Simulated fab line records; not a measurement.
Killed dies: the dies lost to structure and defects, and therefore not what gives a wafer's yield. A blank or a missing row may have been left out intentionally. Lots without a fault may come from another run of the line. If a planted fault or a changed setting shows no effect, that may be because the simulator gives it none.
fab line records	flow sky130	part 1 of 2: steps 1 to 26 of 36
record: lots: 5	wafers: 15	lastDay: 49
route steps=708 shown METAL2@497 VIA2@507 METAL3@532
lots with no fault: from the same line, run without faults
startH: the number of hours between the record's first day and the start of the first shown wafer of the lot	waitH: hours from the lot's prior step to this one	" as in the row above	L1.1+2: several wafers, shown together as one row	- no value, or no start given	* or withheld: withheld	< > ~ a bound
route shown NAME@n: NAME is a module with steps in the file, n the number in the route of the first one	usual: mean/standard deviation taken from wafers without a fault	same: alike in all rows	chamber/n: place in a boat	sites: the reading at each site	_std_site: the standard deviation of these	_edge_site: mean of outer sites minus mean of inner sites	radiusMm: for every site, how far away it sits from the centre of the wafer	mask NAME#n: copy n	behind: the tool/chamber that last shaped the wafer	hold: why the lot was held/for how many hours/how that ended	device: the transistor (n, p or np) that didn't switch	end of line: the route-end tests of the same wafers	where a step has no rows: the recipe by itself	killed: dies that structure and defects cost at the first sort, which is not the same as the wafer's yield	map: per-die view of a wafer (x killed, . not killed, _ where there is no die)
set.NAME: the run value of the setting; set.NAME@STEP: its run value at that earlier step	model.NAME: the simulator's own value behind a step, which no gauge read
lots at selected steps of the route; one table per step, one row per wafer
services: from which hour (startH, from the record's first day; less than 0 if before it) a tool's chamber was out of use, for how many hours, and why
== steps ==
step: SKY_METAL2_DEVELOP_14
recipe: developTimeS: 60	resist: KrF-thick	devTempC: 21
usual: developerTempC: 20.99/0.11
lot.wafer	tool	chamber	startH	waitH	developerTempC
L074.2	lithoTrack-02	0	-	-	20.84
L074.3	"	0	"	"	20.86
L074.6	"	0	"	"	20.93
L076.2	lithoTrack-04	0	-	-	20.99
L076.4	"	0	"	"	21.00
L076.5	"	0	"	"	21.10
L085.1	lithoTrack-02	0	-	-	20.98
L085.2	"	0	"	"	21.01
L085.6	"	0	"	"	20.85
L089.2	lithoTrack-02	0	-	-	21.04
L089.4	"	0	"	"	21.13
L089.6	"	0	"	"	21.18
L092.3	lithoTrack-02	0	-	-	20.86
L092.4	"	0	"	"	21.10
L092.6	"	0	"	"	20.95
step: SKY_METAL2_CD_MEAS_15
recipe: targetCdNm: 140
usual: cdNm: 139.8/1.5
lot.wafer	tool	chamber	startH	waitH	cdNm
L074.2	cdSem-02	-	816.78	-	138.3
L074.3	"	-	"	"	138.3
L074.6	"	-	"	"	139.7
L076.2	cdSem-01	-	838.04	-	140.2
L076.4	"	-	"	"	139.8
L076.5	"	-	"	"	139.3
L085.1	cdSem-01	-	907.61	-	142.5
L085.2	"	-	"	"	143.7
L085.6	"	-	"	"	142.2
L089.2	cdSem-02	-	934.08	-	139.4
L089.4	"	-	"	"	140.6
L089.6	"	-	"	"	139.7
L092.3	cdSem-02	-	950.50	-	136.8
L092.4	"	-	"	"	137.3
L092.6	"	-	"	"	136.6
step: SKY_METAL2_OVL_MEAS_16
usual: METAL2_OVL: 3/5.9
lot.wafer	tool	chamber	startH	waitH	METAL2_OVL[nm]
L074.2	overlay-02	-	816.88	0.1	5
L074.3	"	-	"	"	2
L074.6	"	-	"	"	-2
L076.2	overlay-01	-	838.15	0.1	11
L076.4	"	-	"	"	11
L076.5	"	-	"	"	11
L085.1	overlay-01	-	907.73	0.1	9
L085.2	"	-	"	"	10
L085.6	"	-	"	"	4
L089.2	overlay-01	-	934.18	0.1	4
L089.4	"	-	"	"	3
L089.6	"	-	"	"	1
L092.3	overlay-01	-	950.59	0.1	4
L092.4	"	-	"	"	3
L092.6	"	-	"	"	8
step: SKY_METAL2_DESCUM_17
recipe: chemistry: O2	sourcePowerW: 150	biasPowerW: 0	pressureMtorr: 10	tempC: 40	timeS: 8
usual: drypumpMotorCurrentA: 5.3/0.5	oesProductAu: 1.003/0.0077
same: biasPowerW: 0
lot.wafer	tool	chamber	startH	waitH	drypumpMotorCurrentA	oesProductAu	rfHoursCounterH
L074.2	rieMetal-04	1	816.91	0.0	4.7	1.006	6
L074.3	"	1	"	"	4.7	1.008	-
L074.6	"	0	"	"	4.9	0.999	-
L076.2	rieMetal-02	0	838.18	0.0	5.3	0.995	16
L076.4	"	0	"	"	5.3	0.993	-
L076.5	"	0	"	"	5.3	1.002	-
L085.1	rieMetal-04	0	907.76	0.0	4.9	0.988	11
L085.2	"	1	"	"	4.7	1.006	9
L085.6	"	1	"	"	4.7	1.002	-
L089.2	rieMetal-02	0	934.21	0.0	5.3	1.004	2
L089.4	"	0	"	"	5.3	1.005	-
L089.6	"	1	"	"	5.9	1.016	-
L092.3	rieMetal-02	1	950.63	0.0	5.9	0.999	-
L092.4	"	0	"	"	5.3	0.999	-
L092.6	"	0	"	"	5.3	0.994	-
step: SKY_METAL2_ETCH_18
recipe: chemistry: N2/H2	target: BARC	ionEnergyEv: 200	biasW: 100	pressureMtorr: 30	n2FlowSccm: 100	h2FlowSccm: 200	icpW: 500	stopOn: SiO2	timeS: 45.9	targetDepthA: 600
usual: drypumpMotorCurrentA: 5.3/0.5	oesProductAu: 0.854/0.0052	throttleValvePct: 13.223/0.0099
lot.wafer	tool	chamber	startH	waitH	drypumpMotorCurrentA	oesProductAu	rfHoursCounterH	throttleValvePct
L074.2	rieMetal-04	1	816.95	0.0	4.7	0.855	6	13.222
L074.3	"	1	"	"	4.7	0.847	-	13.229
L074.6	"	0	"	"	4.9	0.857	-	13.221
L076.2	rieMetal-02	0	838.21	0.0	5.3	0.849	16	13.231
L076.4	"	0	"	"	5.3	0.857	-	13.223
L076.5	"	0	"	"	5.3	0.858	-	13.225
L085.1	rieMetal-04	0	907.80	0.0	4.9	0.859	11	13.217
L085.2	"	1	"	"	4.7	0.859	9	13.218
L085.6	"	1	"	"	4.7	0.847	-	13.220
L089.2	rieMetal-02	0	934.25	0.0	5.3	0.852	2	13.227
L089.4	"	0	"	"	5.3	0.858	-	13.222
L089.6	"	1	"	"	5.9	0.856	-	13.222
L092.3	rieMetal-02	1	950.67	0.0	5.9	0.853	-	13.237
L092.4	"	0	"	"	5.3	0.850	-	13.236
L092.6	"	0	"	"	5.3	0.843	-	13.248
step: SKY_METAL2_METAL_ETCH_19
recipe: targetDepthA: 3600	stopOn: SiO2	overEtchFrac: 0.3	timeS: 78	chemistry: Cl2/BCl3	resistSidewallDeg: 88	pressureMtorr: 10	icpW: 900	biasW: 48.5	Cl2_flow_sccm: 60	bcl3FlowSccm: 30
usual: drypumpMotorCurrentA: 5.3/0.5	oesProductAu: 0.854/0.0056	throttleValvePct: 22.265/0.0081
lot.wafer	tool	chamber	startH	waitH	drypumpMotorCurrentA	oesProductAu	rfHoursCounterH	throttleValvePct
L074.2	rieMetal-04	1	817.01	0.0	4.7	0.864	6	22.269
L074.3	"	1	"	"	4.7	0.852	-	22.260
L074.6	"	0	"	"	4.9	0.849	-	22.272
L076.2	rieMetal-02	0	838.27	0.0	5.3	0.856	16	22.254
L076.4	"	0	"	"	5.3	0.854	-	22.263
L076.5	"	0	"	"	5.3	0.848	-	22.267
L085.1	rieMetal-04	0	907.86	0.0	4.9	0.855	11	22.270
L085.2	"	1	"	"	4.7	0.854	9	22.259
L085.6	"	1	"	"	4.7	0.854	-	22.264
L089.2	rieMetal-02	0	934.31	0.0	5.3	0.860	3	22.267
L089.4	"	0	"	"	5.3	0.860	-	22.279
L089.6	"	1	"	"	5.9	0.862	-	22.252
L092.3	rieMetal-02	1	950.74	0.1	5.9	0.858	-	22.258
L092.4	"	0	"	"	5.3	0.863	-	22.277
L092.6	"	0	"	"	5.3	0.852	-	22.258
step: SKY_METAL2_STRIP_20
recipe: chemistry: O2/N2	powerW: 1400	pressureMtorr: 1500	platenTempC: withheld	o2FlowSccm: 3000	n2FlowSccm: 300	overashFraction: 0.5
usual: drypumpMotorCurrentA: 5.6/0.51	oesProductAu: 0.343/0.0049	stripTimeToEndpointS: 2.68/0.034
lot.wafer	tool	chamber	startH	waitH	drypumpMotorCurrentA	oesProductAu	rfHoursCounterH	stripTimeToEndpointS
L074.2	plasmaAsher-04	1	817.10	0.1	4.7	0.342	69	2.69
L074.3	"	0	"	"	5.9	0.342	-	2.67
L074.6	"	1	"	"	4.7	0.346	-	2.69
L076.2	plasmaAsher-04	1	838.36	0.1	4.7	0.341	71	2.68
L076.4	"	1	"	"	4.7	0.352	-	2.70
L076.5	"	0	"	"	5.9	0.340	-	2.72
L085.1	plasmaAsher-04	0	907.95	0.1	6.0	0.347	78	2.74
L085.2	"	1	"	"	4.7	0.347	78	2.69
L085.6	"	0	"	"	5.9	0.341	-	2.68
L089.2	plasmaAsher-04	1	934.40	0.1	4.7	0.340	81	2.68
L089.4	"	0	"	"	5.9	0.345	-	2.70
L089.6	"	0	"	"	5.9	0.337	-	2.63
L092.3	plasmaAsher-02	1	950.83	0.1	5.6	0.343	-	2.64
L092.4	"	0	"	"	6.3	0.347	-	2.66
L092.6	"	1	"	"	5.6	0.338	-	2.65
step: SKY_METAL2_STRIP_21
recipe: chemistry: postEtchResidueRemover	timeS: 1200	tempC: 72.5
lot.wafer	tool	chamber	startH	waitH
L074.2+3+6	wetBench-04	2	817.20	0.1
L076.2+4+5	wetBench-01	0	838.46	0.1
L085.1+2+6	wetBench-04	2	908.05	0.1
L089.2+4+6	wetBench-02	0	934.50	0.1
L092.3+4+6	wetBench-02	2	950.90	0.0
step: SKY_METAL2_CLEAN_22
recipe: chemistry: IPA	timeS: 180	tempC: 25
lot.wafer	tool	chamber	startH	waitH
L074.2+3+6	wetBench-02	3	817.54	0.0
L076.2+4+5	wetBench-02	2	838.80	0.0
L085.1+2+6	wetBench-04	1	908.42	0.0
L089.2+4+6	wetBench-04	1	934.87	0.0
L092.3+4+6	wetBench-04	1	951.27	0.0
step: SKY_METAL2_CLEAN_23
recipe: chemistry: O3/DIW	dry: n2Spin
lot.wafer	tool	chamber	startH	waitH
L074.2+3+6	wetBench-01	2	817.60	0.0
L076.2+4+5	wetBench-04	3	838.87	0.0
L085.1+2+6	wetBench-04	2	908.49	0.0
L089.2+4+6	wetBench-01	2	934.93	0.0
L092.3+4+6	wetBench-04	0	951.33	0.0
step: SKY_VIA2_HDPCVD_00
recipe: material: SiO2	targetThkNm: 1180	sigmaOpenFrac: 0.3	timeS: 196.7	tempC: 400	sih4FlowSccm: 60	pressureMtorr: 6
lot.wafer	tool	chamber	startH	waitH
L074.2+3+6	hdpcvd-01	1,2,2	817.69	0.0
L076.2+4+5	hdpcvd-02	0,1,0	838.96	0.0
L085.1+2+6	hdpcvd-02	0,1,1	908.59	0.0
L089.2+4+6	hdpcvd-02	1,0,1	935.02	0.0
L092.3+4+6	hdpcvd-01	1,0,2	951.42	0.0
step: SKY_VIA2_THK_MEAS_01
recipe: reads: SiO2_of_VIA2_HDPCVD_00
usual: VIA2_HDPCVD_THK: 1180/12
lot.wafer	tool	chamber	startH	waitH	VIA2_HDPCVD_THK[nm]
L074.2	filmMetro-03	-	817.83	0.1	1168
L074.3	"	-	"	"	1167
L074.6	"	-	"	"	1181
L076.2	filmMetro-02	-	839.10	0.1	1184
L076.4	"	-	"	"	1170
L076.5	"	-	"	"	1173
L085.1	filmMetro-01	-	908.71	0.1	1171
L085.2	"	-	"	"	1166
L085.6	"	-	"	"	1185
L089.2	filmMetro-02	-	935.16	0.1	1192
L089.4	"	-	"	"	1180
L089.6	"	-	"	"	1180
L092.3	filmMetro-01	-	951.57	0.1	1153
L092.4	"	-	"	"	1171
L092.6	"	-	"	"	1147
step: SKY_VIA2_CMP_02
recipe: material: SiO2	downForcePsi: 4	platenRpm: 60	padVelocityMS: 0.94248
usual: headPressurePsi: 3.999/0.0085	motorCurrentA: 12.3/0.96	platenRpm: 60.00/0.042
lot.wafer	tool	chamber	startH	waitH	headPressurePsi	motorCurrentA	platenRpm
L074.2	cmp-02	3	817.88	0.0	4.003	11.5	59.95
L074.3	"	1	"	"	3.995	12.3	60.06
L074.6	"	0	"	"	4.010	13.4	60.00
L076.4	cmp-01	1	839.20	0.1	3.991	11.3	60.08
L076.2	"	2	"	"	3.989	13.6	60.00
L076.5	"	1	"	"	4.004	11.5	60.04
L085.2	cmp-02	1	908.77	0.0	3.993	11.9	60.11
L085.1	"	2	"	"	3.991	11.8	60.03
L085.6	"	1	"	"	3.996	12.1	60.05
L089.4	cmp-02	1	935.26	0.1	3.987	13.1	59.97
L089.2	"	3	"	"	4.003	11.0	59.97
L089.6	"	1	"	"	4.001	12.1	60.04
L092.3	cmp-02	2	951.66	0.1	3.993	12.0	59.99
L092.4	"	3	"	"	4.002	11.0	59.97
L092.6	"	2	"	"	3.996	10.8	59.99
step: SKY_VIA2_BOW_MEAS_03
recipe: mode: bow
usual: VIA2_BOW: 86/7
lot.wafer	tool	chamber	startH	waitH	VIA2_BOW[um]
L074.2	filmMetro-03	-	818.20	0.3	91
L074.3	"	-	"	"	79
L074.6	"	-	"	"	82
L076.2	filmMetro-03	-	839.47	0.2	82
L076.4	"	-	"	"	85
L076.5	"	-	"	"	85
L085.1	filmMetro-02	-	909.07	0.2	86
L085.2	"	-	"	"	86
L085.6	"	-	"	"	83
L089.2	filmMetro-01	-	935.53	0.1	70
L089.4	"	-	"	"	84
L089.6	"	-	"	"	84
L092.3	filmMetro-02	-	951.95	0.2	90
L092.4	"	-	"	"	79
L092.6	"	-	"	"	95
step: SKY_VIA2_DEHYDRATE_04
recipe: tempC: 200	timeS: 60
lot.wafer	tool	chamber	startH	waitH
L074.2+3+6	lithoTrack-03	0	830.86	12.6
L076.2+4+5	lithoTrack-01	0	852.00	12.5
L085.1+2+6	lithoTrack-03	0	920.98	11.9
L089.2+4+6	lithoTrack-03	0	947.61	12.1
L092.3+4+6	lithoTrack-04	0	962.87	10.9
step: SKY_VIA2_HMDS_05
recipe: primeTimeS: 60	primeTempC: 120
lot.wafer	tool	chamber	startH	waitH
L074.2+3+6	lithoTrack-03	0	831.01	0.1
L076.2+4+5	lithoTrack-01	0	852.15	0.1
L085.1+2+6	lithoTrack-03	0	921.13	0.1
L089.2+4+6	lithoTrack-03	0	947.76	0.1
L092.3+4+6	lithoTrack-04	0	963.02	0.1
step: SKY_VIA2_COAT_06
recipe: resist: BARC	tempC: withheld	timeS: withheld	spinRpm: 3000	resistThkNm: 60
usual: spinSpeedRpm: 2999.9/1.8
lot.wafer	tool	chamber	startH	waitH	spinSpeedRpm
L074.2	lithoTrack-03	0	831.16	0.1	3002.8
L074.3	"	0	"	"	3000.2
L074.6	"	0	"	"	3000.6
L076.2	lithoTrack-01	0	852.30	0.1	3000.1
L076.4	"	0	"	"	3001.3
L076.5	"	0	"	"	3000.6
L085.1	lithoTrack-03	0	921.28	0.1	2998.5
L085.2	"	0	"	"	2998.3
L085.6	"	0	"	"	2998.9
L089.2	lithoTrack-03	0	947.91	0.1	3001.5
L089.4	"	0	"	"	3002.1
L089.6	"	0	"	"	3003.4
L092.3	lithoTrack-04	0	963.17	0.1	2996.8
L092.4	"	0	"	"	2998.7
L092.6	"	0	"	"	2998.2
step: SKY_VIA2_COAT_07
recipe: resist: KrF-thick	spinRpm: 3000	resistThkNm: 450
usual: spinSpeedRpm: 3000.1/2.2
lot.wafer	tool	chamber	startH	waitH	spinSpeedRpm
L074.2	lithoTrack-03	0	-	-	3001.9
L074.3	"	0	"	"	3001.1
L074.6	"	0	"	"	3004.5
L076.2	lithoTrack-01	0	-	-	3003.6
L076.4	"	0	"	"	3002.0
L076.5	"	0	"	"	2998.1
L085.1	lithoTrack-03	0	-	-	2997.5
L085.2	"	0	"	"	2998.6
L085.6	"	0	"	"	2999.4
L089.2	lithoTrack-03	0	-	-	3001.7
L089.4	"	0	"	"	3000.6
L089.6	"	0	"	"	2998.1
L092.3	lithoTrack-04	0	-	-	3000.9
L092.4	"	0	"	"	3002.3
L092.6	"	0	"	"	3000.9
step: SKY_VIA2_SOFTBAKE_08
recipe: tempC: 100	timeS: 90	resist: KrF-thick
lot.wafer	tool	chamber	startH	waitH
L074.2+3+6	lithoTrack-03	0	-	-
L076.2+4+5	lithoTrack-01	0	-	-
L085.1+2+6	lithoTrack-03	0	-	-
L089.2+4+6	lithoTrack-03	0	-	-
L092.3+4+6	lithoTrack-04	0	-	-
step: SKY_VIA2_EXPOSE_09
recipe: maskId: VIM2	na: 0.8	sourceShape: annular	sigmaInner: 0.55	sigmaOuter: 0.85	targetCdNm: 200	doseMj: 38
usual: exposureDoseMJCm2: 38.00/0.036
lot.wafer	tool	chamber	startH	waitH	mask	exposureDoseMJCm2
L074.2	krfScanner-02	0	-	-	VIM2#0	38.02
L074.3	"	0	"	"	VIM2#0	37.99
L074.6	"	0	"	"	VIM2#0	37.97
L076.2	krfScanner-02	0	-	-	VIM2#0	38.01
L076.4	"	0	"	"	VIM2#0	37.99
L076.5	"	0	"	"	VIM2#0	38.01
L085.1	krfScanner-01	0	-	-	VIM2#0	38.06
L085.2	"	0	"	"	VIM2#0	38.02
L085.6	"	0	"	"	VIM2#0	37.98
L089.2	krfScanner-02	0	-	-	VIM2#0	37.98
L089.4	"	0	"	"	VIM2#0	37.99
L089.6	"	0	"	"	VIM2#0	37.95
L092.3	krfScanner-01	0	-	-	VIM2#0	38.00
L092.4	"	0	"	"	VIM2#0	38.01
L092.6	"	0	"	"	VIM2#0	38.06
step: SKY_VIA2_PEB_10
recipe: pebTempC: withheld	pebTimeS: withheld	resist: KrF-thick
lot.wafer	tool	chamber	startH	waitH
L074.2+3+6	lithoTrack-01	0	-	-
L076.2+4+5	lithoTrack-03	0	-	-
L085.1+2+6	lithoTrack-03	0	-	-
L089.2+4+6	lithoTrack-03	0	-	-
L092.3+4+6	lithoTrack-04	0	-	-
step: SKY_VIA2_DEVELOP_11
recipe: developTimeS: 60	resist: KrF-thick	devTempC: 21
usual: developerTempC: 21.00/0.1
lot.wafer	tool	chamber	startH	waitH	developerTempC
L074.2	lithoTrack-01	0	-	-	20.91
L074.3	"	0	"	"	21.10
L074.6	"	0	"	"	20.98
L076.2	lithoTrack-03	0	-	-	21.03
L076.4	"	0	"	"	21.17
L076.5	"	0	"	"	21.14
L085.1	lithoTrack-03	0	-	-	21.01
L085.2	"	0	"	"	21.03
L085.6	"	0	"	"	20.89
L089.2	lithoTrack-03	0	-	-	20.87
L089.4	"	0	"	"	20.95
L089.6	"	0	"	"	20.85
L092.3	lithoTrack-04	0	-	-	20.85
L092.4	"	0	"	"	21.01
L092.6	"	0	"	"	20.99
step: SKY_VIA2_CD_MEAS_12
recipe: targetCdNm: 200
usual: cdNm: 200.2/1.3
lot.wafer	tool	chamber	startH	waitH	cdNm
L074.2	cdSem-01	-	844.29	-	202.5
L074.3	"	-	"	"	203.0
L074.6	"	-	"	"	202.7
L076.2	cdSem-02	-	865.45	-	200.6
L076.4	"	-	"	"	200.8
L076.5	"	-	"	"	201.1
L085.1	cdSem-01	-	933.58	-	199.8
L085.2	"	-	"	"	199.8
L085.6	"	-	"	"	199.0
L089.2	cdSem-02	-	960.00	-	200.4
L089.4	"	-	"	"	200.7
L089.6	"	-	"	"	202.5
L092.3	cdSem-01	-	975.66	-	199.0
L092.4	"	-	"	"	200.7
L092.6	"	-	"	"	198.6
step: SKY_VIA2_OVL_MEAS_13
usual: VIA2_OVL: -1/5.9
lot.wafer	tool	chamber	startH	waitH	VIA2_OVL[nm]
L074.2	overlay-02	-	844.40	0.1	7
L074.3	"	-	"	"	-1
L074.6	"	-	"	"	1
L076.2	overlay-02	-	865.56	0.1	-3
L076.4	"	-	"	"	-3
L076.5	"	-	"	"	-10
L085.1	overlay-01	-	933.70	0.1	6
L085.2	"	-	"	"	-2
L085.6	"	-	"	"	0
L089.2	overlay-01	-	960.11	0.1	9
L089.4	"	-	"	"	5
L089.6	"	-	"	"	2
L092.3	overlay-01	-	975.76	0.1	1
L092.4	"	-	"	"	-3
L092.6	"	-	"	"	-6
step: SKY_VIA2_ETCH_14
recipe: chemistry: N2/H2	target: BARC	ionEnergyEv: 200	sourceW: 500	biasW: 100	pressureMtorr: 30	n2FlowSccm: 100	h2FlowSccm: 200	stopOn: SiO2	timeS: 45.9	targetDepthA: 600
usual: drypumpMotorCurrentA: 5.7/0.47	oesProductAu: 0.855/0.0044	throttleValvePct: 13.226/0.0094
lot.wafer	tool	chamber	startH	waitH	drypumpMotorCurrentA	oesProductAu	rfHoursCounterH	throttleValvePct
L074.2	rieDiel-01	1	844.43	0.0	5.2	0.849	16	13.225
L074.3	"	3	"	"	6.1	0.856	15	13.208
L074.6	"	1	"	"	5.2	0.856	-	13.234
L076.2	rieDiel-04	3	865.59	0.0	6.3	0.856	6	13.216
L076.4	"	2	"	"	5.8	0.849	17	13.223
L076.5	"	0	"	"	5.1	0.853	-	13.220
L085.1	rieDiel-01	2	933.74	0.0	5.1	0.850	14	13.240
L085.2	"	1	"	"	5.2	0.854	18	13.230
L085.6	"	2	"	"	5.1	0.859	-	13.222
L089.2	rieDiel-04	1	960.14	0.0	5.4	0.860	17	13.219
L089.4	"	2	"	"	5.8	0.855	20	13.225
L089.6	"	3	"	"	6.3	0.855	-	13.224
L092.3	rieDiel-01	1	975.78	0.0	5.2	0.848	20	13.240
L092.4	"	2	"	"	5.1	0.854	15	13.228
L092.6	"	3	"	"	6.1	0.861	-	13.229
step: SKY_VIA2_ETCH_15
recipe: target: SiO2	chemistry: C4F8/O2/Ar	targetDepthNm: 546	stopOn: TiN	maskMaterial: KrF-thick	sourceW: 1500	biasW: 1200	pressureMtorr: 40	c4f8FlowSccm: withheld	O2_flow_sccm: 6	Ar_flow_sccm: 300	timeS: 84
usual: oesProductAu: 0.940/0.005
lot.wafer	tool	chamber	startH	waitH	oesProductAu
L074.2	rieDiel-01	1	844.47	0.0	0.939
L074.3	"	3	"	"	0.941
L074.6	"	1	"	"	0.939
L076.2	rieDiel-04	3	865.63	0.0	0.942
L076.4	"	2	"	"	0.943
L076.5	"	0	"	"	0.939
L085.1	rieDiel-01	2	933.78	0.0	0.939
L085.2	"	1	"	"	0.937
L085.6	"	2	"	"	0.932
L089.2	rieDiel-04	1	960.18	0.0	0.938
L089.4	"	2	"	"	0.937
L089.6	"	3	"	"	0.943
L092.3	rieDiel-01	1	975.82	0.0	0.942
L092.4	"	2	"	"	0.934
L092.6	"	3	"	"	0.944
